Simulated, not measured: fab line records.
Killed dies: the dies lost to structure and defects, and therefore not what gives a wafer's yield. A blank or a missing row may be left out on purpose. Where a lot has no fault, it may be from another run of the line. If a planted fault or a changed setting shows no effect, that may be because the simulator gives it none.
The tool behind it: which one? / flow gf180mcu / 42 wafers from 14 lots sampled at 5 of the route's 602 steps

## WHAT EACH GAUGE READ, for each wafer
GF_POLY_GATE_CD_MEAS_10 targets a cd of 280 nm. Usual: cd_nm at 280.0 nm, with a standard deviation of 1.5.
lot=L336; measured=day 9 15:38; on=cd_sem-01; cd_nm (nm)=280.0 279.4 279.7; flag=
lot=L337; measured=day 9 17:00; on=cd_sem-01; cd_nm (nm)=280.3 279.5 280.1; flag=
lot=L339; measured=day 10 10:59; on=cd_sem-02; cd_nm (nm)=280.1 280.4 280.3; flag=
lot=L340; measured=day 10 14:18; on=cd_sem-02; cd_nm (nm)=281.7 280.6 280.6; flag=
lot=L342; measured=day 11 06:33; on=cd_sem-02; cd_nm (nm)=277.6 278.1 278.8; flag=
lot=L343; measured=day 11 14:55; on=cd_sem-01; cd_nm (nm)=281.0 281.5 280.4; flag=
lot=L344; measured=day 11 21:04; on=cd_sem-02; cd_nm (nm)=280.1 280.1 279.9; flag=
lot=L345; measured=day 12 07:35; on=cd_sem-02; cd_nm (nm)=281.2 281.8 283.2; flag=
lot=L349; measured=day 13 08:24; on=cd_sem-02; cd_nm (nm)=281.5 281.5 280.6; flag=
lot=L353; measured=day 14 13:48; on=cd_sem-02; cd_nm (nm)=276.1 276.2 277.3; flag=
lot=L354; measured=day 14 20:26; on=cd_sem-01; cd_nm (nm)=279.9 279.2 278.0; flag=
lot=L355; measured=day 15 09:44; on=cd_sem-02; cd_nm (nm)=280.6 279.3 279.6; flag=
lot=L357; measured=day 16 03:34; on=cd_sem-02; cd_nm (nm)=282.6 281.0 280.7; flag=
lot=L358; measured=day 16 10:59; on=cd_sem-02; cd_nm (nm)=280.3 279.5 279.5; flag=

GF_HV_LDD_TW_MEAS_50. Usual: HV_LDD_4_TW typically reads 573.1, with standard deviation 2.6.
lot=L336; measured=day 12 21:05; on=film_metro-04; HV_LDD_4_TW=579.4 575.6 572.2; flag=
lot=L337; measured=day 12 22:32; on=film_metro-02; HV_LDD_4_TW=569.8 569.0 568.8; flag=
lot=L339; measured=day 13 18:26; on=film_metro-04; HV_LDD_4_TW=576.5 573.5 571.7; flag=
lot=L340; measured=day 13 22:20; on=film_metro-04; HV_LDD_4_TW=575.4 575.7 571.8; flag=
lot=L342; measured=day 14 16:32; on=film_metro-04; HV_LDD_4_TW=576.7 573.8 577.0; flag=
lot=L343; measured=day 15 02:38; on=film_metro-04; HV_LDD_4_TW=573.7 572.6 577.2; flag=
lot=L344; measured=day 15 07:30; on=film_metro-04; HV_LDD_4_TW=572.5 571.9 571.3; flag=
lot=L345; measured=day 15 23:05; on=film_metro-03; HV_LDD_4_TW=572.2 572.1 571.9; flag=
lot=L349; measured=day 17 04:22; on=film_metro-04; HV_LDD_4_TW=575.2 575.3 575.6; flag=
lot=L353; measured=day 18 10:34; on=film_metro-04; HV_LDD_4_TW=572.4 570.3 574.8; flag=
lot=L354; measured=day 18 18:25; on=film_metro-04; HV_LDD_4_TW=572.7 573.5 572.6; flag=
lot=L355; measured=day 19 08:41; on=film_metro-03; HV_LDD_4_TW=569.0 570.6 569.9; flag=
lot=L357; measured=day 20 04:59; on=film_metro-02; HV_LDD_4_TW=574.3 574.6 573.4; flag=
lot=L358; measured=day 20 14:16; on=film_metro-03; HV_LDD_4_TW=571.7 570.9 572.2; flag=

GF_HV_LDD_RS_MEAS_53: measures by four-point-probe. Usual: HV_LDD_RS typically reads 418.4 ohm/sq, with standard deviation 1.
lot=L336; measured=day 12 21:16; on=film_metro-03; HV_LDD_RS (ohm/sq)=418.6 418.7 418.8; flag=
lot=L337; measured=day 12 22:43; on=film_metro-04; HV_LDD_RS (ohm/sq)=417.9 417.2 416.1; flag=
lot=L339; measured=day 13 18:37; on=film_metro-04; HV_LDD_RS (ohm/sq)=419.2 419.0 418.6; flag=
lot=L340; measured=day 13 22:32; on=film_metro-02; HV_LDD_RS (ohm/sq)=416.5 416.7 417.5; flag=
lot=L342; measured=day 14 16:44; on=film_metro-02; HV_LDD_RS (ohm/sq)=417.0 418.3 418.8; flag=
lot=L343; measured=day 15 02:50; on=film_metro-02; HV_LDD_RS (ohm/sq)=419.4 418.6 418.6; flag=
lot=L344; measured=day 15 07:42; on=film_metro-03; HV_LDD_RS (ohm/sq)=419.0 418.8 419.2; flag=
lot=L345; measured=day 15 23:18; on=film_metro-04; HV_LDD_RS (ohm/sq)=421.0 420.1 419.7; flag=
lot=L349; measured=day 17 04:34; on=film_metro-04; HV_LDD_RS (ohm/sq)=418.5 419.9 418.3; flag=
lot=L353; measured=day 18 10:46; on=film_metro-02; HV_LDD_RS (ohm/sq)=408.4 - -; flag=OFF
lot=L354; measured=day 18 18:35; on=film_metro-03; HV_LDD_RS (ohm/sq)=418.4 417.0 417.7; flag=
lot=L355; measured=day 19 08:52; on=film_metro-02; HV_LDD_RS (ohm/sq)=- - -; flag=OFF
lot=L357; measured=day 20 05:11; on=film_metro-04; HV_LDD_RS (ohm/sq)=418.1 419.1 418.7; flag=
lot=L358; measured=day 20 14:26; on=film_metro-04; HV_LDD_RS (ohm/sq)=418.4 418.0 417.9; flag=

GF_NSD_TW_MEAS_12. Usual: NSD_TW typically reads 4285, with standard deviation 31.
lot=L336; measured=day 13 20:14; on=film_metro-04; NSD_TW=4275 4284 4300; flag=
lot=L337; measured=day 14 00:07; on=film_metro-04; NSD_TW=4283 4291 4261; flag=
lot=L339; measured=day 14 18:16; on=film_metro-04; NSD_TW=4264 4281 4267; flag=
lot=L340; measured=day 14 22:20; on=film_metro-04; NSD_TW=4255 4301 4306; flag=
lot=L342; measured=day 15 18:31; on=film_metro-02; NSD_TW=4274 4303 4280; flag=
lot=L343; measured=day 16 04:14; on=film_metro-01; NSD_TW=4317 4368 4335; flag=
lot=L344; measured=day 16 08:36; on=film_metro-04; NSD_TW=4278 4289 4285; flag=
lot=L345; measured=day 17 00:26; on=film_metro-04; NSD_TW=4298 4266 4270; flag=
lot=L349; measured=day 18 08:28; on=film_metro-01; NSD_TW=4332 4323 4341; flag=
lot=L353; measured=day 19 14:10; on=film_metro-04; NSD_TW=4246 4214 4247; flag=
lot=L354; measured=day 19 21:47; on=film_metro-04; NSD_TW=4237 4230 4239; flag=
lot=L355; measured=day 20 12:12; on=film_metro-02; NSD_TW=4271 4249 4287; flag=
lot=L357; measured=day 21 08:28; on=film_metro-01; NSD_TW=4331 4360 4323; flag=
lot=L358; measured=day 21 17:58; on=film_metro-04; NSD_TW=4258 4279 4269; flag=

## WHICH TOOL RAN EACH LOT (tool, then ch and the chambers of the sampled wafers, then the start)
lot=L336; GF_HV_LDD_IMPLANT_35=implanter-01 ch 0, day 12 01:14
lot=L337; GF_HV_LDD_IMPLANT_35=implanter-04 ch 0, day 12 02:32
lot=L339; GF_HV_LDD_IMPLANT_35=implanter-04 ch 0, day 12 22:17
lot=L340; GF_HV_LDD_IMPLANT_35=implanter-01 ch 0, day 13 01:19
lot=L342; GF_HV_LDD_IMPLANT_35=implanter-01 ch 0, day 13 19:28
lot=L343; GF_HV_LDD_IMPLANT_35=implanter-03 ch 0, day 14 05:08
lot=L344; GF_HV_LDD_IMPLANT_35=implanter-04 ch 0, day 14 10:13
lot=L345; GF_HV_LDD_IMPLANT_35=implanter-03 ch 0, day 15 00:31
lot=L349; GF_HV_LDD_IMPLANT_35=implanter-03 ch 0, day 16 05:07
lot=L353; GF_HV_LDD_IMPLANT_35=implanter-01 ch 0, day 17 10:45
lot=L354; GF_HV_LDD_IMPLANT_35=implanter-03 ch 0, day 17 18:02
lot=L355; GF_HV_LDD_IMPLANT_35=implanter-01 ch 0, day 18 07:46
lot=L357; GF_HV_LDD_IMPLANT_35=implanter-04 ch 0, day 19 03:37
lot=L358; GF_HV_LDD_IMPLANT_35=implanter-03 ch 0, day 19 12:38
- GF_HV_LDD_IMPLANT_35

## WHAT THE TOOLS THEMSELVES READ (means of the sampled wafers that have a number; where no wafer has one, the mark that the record gives instead)
The record holds no such reading with a usual standard deviation.

## THE ANSWER, worked out from the rows above alone
Rule: lot off if the mean of its wafers having a number is beyond 3 standard deviations from the usual mean. A lot without any number at a reading at which 4 lots or more have one is off too. Where the step has rows for the other lots, those lots are counted as sound. Order of review: gauges by route order, followed by the tools' own readings, for which a lot's mean as printed above is used. The first step at which some lot is off is used, and at that step the reading that is off furthest; a lot without a number counts as furthest.
Off: L353, L355, at GF_HV_LDD_RS_MEAS_53 (HV_LDD_RS). Without a number there: L355.
If a tool, at a process step before that reading, ran all the lots that are off and no sound lot after the first of them, it fits. Those tools and the gauges at GF_HV_LDD_RS_MEAS_53 are tried in the same way. Undecided on this evidence; 2 tools fit (implanter-01 at GF_HV_LDD_IMPLANT_35, film_metro-02 at GF_HV_LDD_RS_MEAS_53).

## WHAT THE SIMULATOR PUT IN
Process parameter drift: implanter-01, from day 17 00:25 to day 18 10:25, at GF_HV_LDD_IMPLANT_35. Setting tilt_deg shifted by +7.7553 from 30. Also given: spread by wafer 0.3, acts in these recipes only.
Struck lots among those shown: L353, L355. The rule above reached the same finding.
